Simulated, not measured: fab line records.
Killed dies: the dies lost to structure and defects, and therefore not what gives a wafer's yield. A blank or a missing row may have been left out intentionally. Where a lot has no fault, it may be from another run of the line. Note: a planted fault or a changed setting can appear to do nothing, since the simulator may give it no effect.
Matching of chambers / flow sky130 / SKY_CAPM_CVD_00 on pecvd-02 has 3 sister chambers
The step deposits SiO2, target thk 15.5 nm. 3 wafers are shown with their chamber, then 9 later ones without.

== EACH WAFER AND ITS CHAMBER ==
wafer=L410.1; chamber=0; heater-power-w (W)=909
wafer=L410.3; chamber=2; heater-power-w (W)=641
wafer=L410.5; chamber=1; heater-power-w (W)=593

== WAFERS WITH NO CHAMBER GIVEN ==
wafer=L411.2; heater-power-w (W)=782
wafer=L411.3; heater-power-w (W)=532
wafer=L411.6; heater-power-w (W)=521
wafer=L419.1; heater-power-w (W)=609
wafer=L419.4; heater-power-w (W)=526
wafer=L419.5; heater-power-w (W)=588
wafer=L418.2; heater-power-w (W)=622
wafer=L418.5; heater-power-w (W)=681
wafer=L418.6; heater-power-w (W)=603

== CHAMBER TAKEN BY EACH ==
wafer=L411.2; from the rows above=can't be placed: 0 or 2 or 1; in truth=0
wafer=L411.3; from the rows above=can't be placed: 1 or 2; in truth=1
wafer=L411.6; from the rows above=can't be placed: 1 or 2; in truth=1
wafer=L419.1; from the rows above=can't be placed: 1 or 2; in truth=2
wafer=L419.4; from the rows above=can't be placed: 1 or 2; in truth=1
wafer=L419.5; from the rows above=can't be placed: 1 or 2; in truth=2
wafer=L418.2; from the rows above=can't be placed: 2 or 1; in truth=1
wafer=L418.5; from the rows above=can't be placed: 2 or 1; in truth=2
wafer=L418.6; from the rows above=can't be placed: 1 or 2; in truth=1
Correctly placed: 0 of 9. Not placeable from these rows: 9 (in 9, the candidates include the true chamber). Number placed wrongly: 0.
How it was worked out, from the rows above alone: a wafer's distance from a chamber is the root of the sum, over the readings, of the square of ((its reading less the chamber's mean) divided by the reading's scatter). If the next closest chamber is less than 2 further off than the closest, the wafer can't be placed; otherwise it belongs to the closest. Each chamber's mean is taken over the wafers shown for it. The scatter (one wafer shown for each chamber): square how far every hidden wafer sits from the nearest shown wafer, average those squares and take the square root.
